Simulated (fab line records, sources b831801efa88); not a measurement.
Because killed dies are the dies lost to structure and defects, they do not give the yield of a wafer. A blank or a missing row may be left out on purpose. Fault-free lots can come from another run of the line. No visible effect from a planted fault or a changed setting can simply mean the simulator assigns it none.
Which of the tools did it? :: flow sky130 :: 10 lots, 30 wafers sampled, at 5 steps of a route of 708

== WHAT THE GAUGES SHOWED, per wafer ==
SKY_VIA2_OVL_MEAS_13. Usual: VIA2_OVL -2 nm, standard deviation 4.6.
lot: L414
measured: day 36 05:11
on: overlay-01
VIA2_OVL (nm): 0 -11 1
flag: 

lot: L416
measured: day 36 17:38
on: overlay-01
VIA2_OVL (nm): 3 7 -1
flag: 

lot: L417
measured: day 37 02:56
on: overlay-01
VIA2_OVL (nm): -7 -10 -6
flag: 

lot: L419
measured: day 38 03:47
on: overlay-01
VIA2_OVL (nm): 0 5 -2
flag: 

lot: L420
measured: day 38 11:47
on: overlay-01
VIA2_OVL (nm): 2 3 2
flag: 

lot: L429
measured: day 41 02:56
on: overlay-02
VIA2_OVL (nm): -4 -3 -3
flag: 

lot: L432
measured: day 41 19:47
on: overlay-01
VIA2_OVL (nm): -6 3 -3
flag: 

lot: L433
measured: day 42 09:38
on: overlay-01
VIA2_OVL (nm): -4 -3 -2
flag: 

lot: L435
measured: day 42 12:44
on: overlay-02
VIA2_OVL (nm): 0 -4 1
flag: 

lot: L436
measured: day 42 17:29
on: overlay-02
VIA2_OVL (nm): 1 3 -2
flag: 

SKY_CAPM_RS_MEAS_03: measurement is done with a four-point probe. Usual: CAPM_TIN_RS 6.87 ohm/sq, standard deviation 0.07.
lot: L414
measured: day 36 07:22
on: film metro-03
CAPM_TIN_RS (ohm/sq): 6.93 6.99 7.02
flag: 

lot: L416
measured: day 36 19:44
on: film metro-02
CAPM_TIN_RS (ohm/sq): 6.81 6.84 6.80
flag: 

lot: L417
measured: day 37 04:47
on: film metro-04
CAPM_TIN_RS (ohm/sq): 6.73 6.74 6.76
flag: 

lot: L419
measured: day 38 05:42
on: film metro-04
CAPM_TIN_RS (ohm/sq): 5.61 5.61 5.62
flag: OFF

lot: L420
measured: day 38 13:34
on: film metro-04
CAPM_TIN_RS (ohm/sq): 5.60 5.64 5.57
flag: OFF

lot: L429
measured: day 41 04:41
on: film metro-04
CAPM_TIN_RS (ohm/sq): 6.88 6.94 6.92
flag: 

lot: L432
measured: day 41 21:34
on: film metro-02
CAPM_TIN_RS (ohm/sq): 6.89 6.82 6.91
flag: 

lot: L433
measured: day 42 11:23
on: film metro-02
CAPM_TIN_RS (ohm/sq): 6.88 6.85 6.86
flag: 

lot: L435
measured: day 42 14:36
on: film metro-04
CAPM_TIN_RS (ohm/sq): 6.88 6.80 6.88
flag: 

lot: L436
measured: day 42 19:15
on: film metro-04
CAPM_TIN_RS (ohm/sq): 6.93 6.93 6.90
flag: 

SKY_CAPM_THK_MEAS_04: measures by xrf. Usual: CAPM_TIN_THK 201.4 nm, standard deviation 2.3.
lot: L414
measured: day 36 07:29
on: film metro-03
CAPM_TIN_THK (nm): 199.1 196.6 196.6
flag: 

lot: L416
measured: day 36 19:52
on: film metro-02
CAPM_TIN_THK (nm): 204.5 203.1 204.2
flag: 

lot: L417
measured: day 37 04:54
on: film metro-04
CAPM_TIN_THK (nm): 207.6 206.7 206.3
flag: 

lot: L419
measured: day 38 05:49
on: film metro-04
CAPM_TIN_THK (nm): 244.6 243.4 243.9
flag: OFF

lot: L420
measured: day 38 13:40
on: film metro-04
CAPM_TIN_THK (nm): 244.4 243.2 245.9
flag: OFF

lot: L429
measured: day 41 04:49
on: film metro-04
CAPM_TIN_THK (nm): 200.7 199.6 200.6
flag: 

lot: L432
measured: day 41 21:40
on: film metro-02
CAPM_TIN_THK (nm): 201.8 204.0 199.9
flag: 

lot: L433
measured: day 42 11:30
on: film metro-02
CAPM_TIN_THK (nm): 201.1 201.0 201.1
flag: 

lot: L435
measured: day 42 14:43
on: film metro-04
CAPM_TIN_THK (nm): 201.7 203.8 201.1
flag: 

lot: L436
measured: day 42 19:22
on: film metro-04
CAPM_TIN_THK (nm): 200.6 200.1 200.7
flag: 

== TOOL THAT RAN EACH LOT (tool first, then ch and the chambers of the sampled wafers, then the start) ==
lot: L414
SKY_VIA2_ETCH_15: rie diel-04 ch 0,2,3, day 36 05:15
SKY_CAPM_SPUTTER_02: pvd sputter-03, day 36 07:16

lot: L416
SKY_VIA2_ETCH_15: rie diel-01 ch 0,1,3, day 36 17:42
SKY_CAPM_SPUTTER_02: pvd sputter-01, day 36 19:38

lot: L417
SKY_VIA2_ETCH_15: rie diel-01 ch 0,1,3, day 37 03:00
SKY_CAPM_SPUTTER_02: pvd sputter-01, day 37 04:40

lot: L419
SKY_VIA2_ETCH_15: rie diel-01 ch 0,2, day 38 03:51
SKY_CAPM_SPUTTER_02: pvd sputter-01, day 38 05:34

lot: L420
SKY_VIA2_ETCH_15: rie diel-03 ch 1,2, day 38 11:52
SKY_CAPM_SPUTTER_02: pvd sputter-01, day 38 13:26

lot: L429
SKY_VIA2_ETCH_15: rie diel-04 ch 0,3, day 41 03:01
SKY_CAPM_SPUTTER_02: pvd sputter-01, day 41 04:35

lot: L432
SKY_VIA2_ETCH_15: rie diel-03 ch 0,2, day 41 19:52
SKY_CAPM_SPUTTER_02: pvd sputter-02, day 41 21:25

lot: L433
SKY_VIA2_ETCH_15: rie diel-04 ch 0,3, day 42 09:43
SKY_CAPM_SPUTTER_02: pvd sputter-01, day 42 11:16

lot: L435
SKY_VIA2_ETCH_15: rie diel-03 ch 1,2,3, day 42 12:49
SKY_CAPM_SPUTTER_02: pvd sputter-01, day 42 14:29

lot: L436
SKY_VIA2_ETCH_15: rie diel-01 ch 0,1, day 42 17:33
SKY_CAPM_SPUTTER_02: pvd sputter-01, day 42 19:07
- SKY_VIA2_ETCH_15: etches SiO2 in C4F8/O2/Ar, stops on TiN, target depth 546 nm, time 84 s.
- SKY_CAPM_SPUTTER_02: material TiN, target thk 200 nm, time 166.7 s.

== AS READ BY THE TOOLS THEMSELVES (means over the sampled wafers that have a number; for cases with no such wafer, the mark the record gives instead) ==
SKY_VIA2_ETCH_15. Usual: 0.940 a.u. for oes product au, sd 0.0052.
lot: L414
tool: rie diel-04
oes product au (a.u.): 0.940
flag: 

lot: L416
tool: rie diel-01
oes product au (a.u.): 0.939
flag: 

lot: L417
tool: rie diel-01
oes product au (a.u.): 0.942
flag: 

lot: L419
tool: rie diel-01
oes product au (a.u.): 0.941
flag: 

lot: L420
tool: rie diel-03
oes product au (a.u.): 0.937
flag: 

lot: L429
tool: rie diel-04
oes product au (a.u.): 0.937
flag: 

lot: L432
tool: rie diel-03
oes product au (a.u.): 0.944
flag: 

lot: L433
tool: rie diel-04
oes product au (a.u.): 0.941
flag: 

lot: L435
tool: rie diel-03
oes product au (a.u.): 0.938
flag: 

lot: L436
tool: rie diel-01
oes product au (a.u.): 0.941
flag: 

SKY_CAPM_SPUTTER_02. Usual: cathode dc power W 6500.1 W, standard deviation 1.3; susceptor temp C 299.97 C, standard deviation 0.2; throttle valve pct 29.9 %, standard deviation 0.99.
lot: L414
tool: pvd sputter-03
cathode dc power W (W): 6500.7
susceptor temp C (C): 300.13
throttle valve pct (%): 29.8
flag: 

lot: L416
tool: pvd sputter-01
cathode dc power W (W): 6499.7
susceptor temp C (C): 299.97
throttle valve pct (%): 28.6
flag: 

lot: L417
tool: pvd sputter-01
cathode dc power W (W): 6499.5
susceptor temp C (C): 300.00
throttle valve pct (%): 29.3
flag: 

lot: L419
tool: pvd sputter-01
cathode dc power W (W): 7880.3
susceptor temp C (C): 300.08
throttle valve pct (%): 30.0
flag: OFF

lot: L420
tool: pvd sputter-01
cathode dc power W (W): 7881.5
susceptor temp C (C): 300.04
throttle valve pct (%): 30.1
flag: OFF

lot: L429
tool: pvd sputter-01
cathode dc power W (W): 6499.9
susceptor temp C (C): 300.05
throttle valve pct (%): 30.1
flag: 

lot: L432
tool: pvd sputter-02
cathode dc power W (W): 6499.1
susceptor temp C (C): 299.99
throttle valve pct (%): 30.6
flag: 

lot: L433
tool: pvd sputter-01
cathode dc power W (W): 6499.3
susceptor temp C (C): 300.02
throttle valve pct (%): 30.5
flag: 

lot: L435
tool: pvd sputter-01
cathode dc power W (W): 6501.1
susceptor temp C (C): 300.00
throttle valve pct (%): 29.0
flag: 

lot: L436
tool: pvd sputter-01
cathode dc power W (W): 6500.0
susceptor temp C (C): 299.87
throttle valve pct (%): 30.0
flag: 

== THE ANSWER, worked out from the rows above alone ==
Rule: a lot is off if the mean of its wafers that have a number lies more than 3 standard deviations from the usual mean. A lot without any number at a reading at which 4 lots or more have one is off too. The other lots that the step has rows for count as sound. First the gauges in route order, then the tools' own readings, where a lot's mean is used as printed above. The first step at which some lot is off is used, and at that step the reading that is off furthest; a lot without a number counts as furthest.
Off: L419, L420, at SKY_CAPM_RS_MEAS_03 (CAPM_TIN_RS).
A tool fits if, at a process step before that reading, it ran every lot that is off, and no sound lot after the first of them. The gauges at SKY_CAPM_RS_MEAS_03 aren't tried: what is off there is off at SKY_CAPM_SPUTTER_02 too, on other tools, and a gauge's error can't cause that. Of those tried, none fits.

== WHAT THE SIMULATOR HAD INSERTED ==
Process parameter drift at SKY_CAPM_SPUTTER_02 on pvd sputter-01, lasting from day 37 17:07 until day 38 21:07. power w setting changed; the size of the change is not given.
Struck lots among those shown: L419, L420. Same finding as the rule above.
